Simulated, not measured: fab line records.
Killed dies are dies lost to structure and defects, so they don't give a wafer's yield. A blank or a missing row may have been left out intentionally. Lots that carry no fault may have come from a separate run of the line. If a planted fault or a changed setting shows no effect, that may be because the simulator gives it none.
Check of tool commonality :: flow gf180mcu :: Lots sampled 13, wafers sampled 42

== REASON IT WAS OPENED ==
Of 13 lots, 1 have the reading VT_IMPLANT_2_TW flagged at GF_VT_IMPLANT_TW_MEAS_21. Fault-free wafers read 1228, with a standard deviation of 5.5.
Rule: flag the lot when none of its wafers has a number, or when each of its wafers that has one lies beyond 4 standard deviations from that mean. The rest of the lots are taken to be sound.

lot: L865
measured: day 6 04:55
on: film-metro-04
VT_IMPLANT_2_TW, wafer by wafer: 1227 1222 1224
flag: 

lot: L866
measured: day 6 14:31
on: film-metro-03
VT_IMPLANT_2_TW, wafer by wafer: 1236 1234 1241
flag: 

lot: L867
measured: day 6 18:28
on: film-metro-04
VT_IMPLANT_2_TW, wafer by wafer: 1227 1232 1225
flag: 

lot: L869
measured: day 7 06:33
on: film-metro-01
VT_IMPLANT_2_TW, wafer by wafer: 1227 1224 1232
flag: 

lot: L870
measured: day 7 10:34
on: film-metro-01
VT_IMPLANT_2_TW, wafer by wafer: 1218 1215 1222
flag: 

lot: L871
measured: day 7 15:37
on: film-metro-04
VT_IMPLANT_2_TW, wafer by wafer: 1228 1232 1231
flag: 

lot: L873
measured: day 8 05:40
on: film-metro-04
VT_IMPLANT_2_TW, wafer by wafer: 1225 1219 1226
flag: 

lot: L874
measured: day 8 12:07
on: film-metro-01
VT_IMPLANT_2_TW, wafer by wafer: 1221 1223 1223
flag: 

lot: L875
measured: day 8 17:42
on: film-metro-01
VT_IMPLANT_2_TW, wafer by wafer: 1232 1226 1225
flag: 

lot: L876
measured: day 9 03:17
on: film-metro-04
VT_IMPLANT_2_TW, wafer by wafer: 1232 1235 1235
flag: 

lot: L877
measured: day 9 08:34
on: film-metro-01
VT_IMPLANT_2_TW, wafer by wafer: 1225 1222 1222
flag: 

lot: L878
measured: day 9 14:11
on: film-metro-04
VT_IMPLANT_2_TW, wafer by wafer: 1236 1235 1235
flag: 

lot: L886
measured: day 12 08:47
on: film-metro-01
VT_IMPLANT_2_TW, wafer by wafer: 30 30 30 30 30 30
flag: FLAGGED
The numbers of the flagged lots are 30 on average: -1198 against the usual, or -99 or more standard deviations.

== EACH LOT AND THE TOOL IT RAN ON ==
The record keeps 1 process step preceding the reading, out of 602 steps on the route. In each cell: the tool, then ch and the chambers that the sampled wafers went through, then the start.
lot: L865
flag: 
GF_VT_IMPLANT_EXPOSE_15: iline-stepper-01 ch 0, day 5 21:32

lot: L866
flag: 
GF_VT_IMPLANT_EXPOSE_15: iline-stepper-02 ch 0, day 6 06:26

lot: L867
flag: 
GF_VT_IMPLANT_EXPOSE_15: iline-stepper-01 ch 0, day 6 11:12

lot: L869
flag: 
GF_VT_IMPLANT_EXPOSE_15: iline-stepper-01 ch 0, day 6 23:08

lot: L870
flag: 
GF_VT_IMPLANT_EXPOSE_15: iline-stepper-01 ch 0, day 7 03:19

lot: L871
flag: 
GF_VT_IMPLANT_EXPOSE_15: iline-stepper-02 ch 0, day 7 08:06

lot: L873
flag: 
GF_VT_IMPLANT_EXPOSE_15: iline-stepper-02 ch 0, day 7 22:26

lot: L874
flag: 
GF_VT_IMPLANT_EXPOSE_15: iline-stepper-02 ch 0, day 8 03:49

lot: L875
flag: 
GF_VT_IMPLANT_EXPOSE_15: iline-stepper-02 ch 0, day 8 09:08

lot: L876
flag: 
GF_VT_IMPLANT_EXPOSE_15: iline-stepper-02 ch 0, day 8 19:31

lot: L877
flag: 
GF_VT_IMPLANT_EXPOSE_15: iline-stepper-02 ch 0, day 8 23:40

lot: L878
flag: 
GF_VT_IMPLANT_EXPOSE_15: iline-stepper-02 ch 0, day 9 05:10

lot: L886
flag: FLAGGED
GF_VT_IMPLANT_EXPOSE_15: iline-stepper-01 ch 0, day 11 23:12
What these steps do:
- GF_VT_IMPLANT_EXPOSE_15: exposes mask Nwell LV AREA, target cd 860 nm.
- GF_VT_IMPLANT_TW_MEAS_21

== FLAGGED OVER TOTAL, TOOL BY TOOL (the gauges that took the reading come last) ==
step: GF_VT_IMPLANT_EXPOSE_15
tool: iline-stepper-01
lots run: 5
flagged: 1
share of the flagged lots: all
sound lots run after its first flagged lot: 0

step: GF_VT_IMPLANT_EXPOSE_15
tool: iline-stepper-02
lots run: 8
flagged: 0
share of the flagged lots: none
sound lots run after its first flagged lot: -

step: GF_VT_IMPLANT_TW_MEAS_21
tool: film-metro-01
lots run: 6
flagged: 1
share of the flagged lots: all
sound lots run after its first flagged lot: 0

step: GF_VT_IMPLANT_TW_MEAS_21
tool: film-metro-03
lots run: 1
flagged: 0
share of the flagged lots: none
sound lots run after its first flagged lot: -

step: GF_VT_IMPLANT_TW_MEAS_21
tool: film-metro-04
lots run: 6
flagged: 0
share of the flagged lots: none
sound lots run after its first flagged lot: -

== WHAT IS ALLOWED BY THE TABLE ==
iline-stepper-01 at GF_VT_IMPLANT_EXPOSE_15 and film-metro-01 at GF_VT_IMPLANT_TW_MEAS_21 are the 2 rows of the table that ran each flagged lot.
- iline-stepper-01 at GF_VT_IMPLANT_EXPOSE_15: 1 of its 5 lots flagged. Last sound lot L870 at day 7 03:19, first flagged lot L886 at day 11 23:12; a fault beginning in between fits.
- film-metro-01 at GF_VT_IMPLANT_TW_MEAS_21: 1 of its 6 lots flagged. Last sound lot L877 at day 9 08:34, first flagged lot L886 at day 12 08:47; a fault beginning in between fits.
Because each of these 2 tools fits a fault that began at some hour, counting lots does not separate them. More lots, or a look at what each step does to the wafer, might.

== WHAT WAS PUT IN BY THE SIMULATOR ==
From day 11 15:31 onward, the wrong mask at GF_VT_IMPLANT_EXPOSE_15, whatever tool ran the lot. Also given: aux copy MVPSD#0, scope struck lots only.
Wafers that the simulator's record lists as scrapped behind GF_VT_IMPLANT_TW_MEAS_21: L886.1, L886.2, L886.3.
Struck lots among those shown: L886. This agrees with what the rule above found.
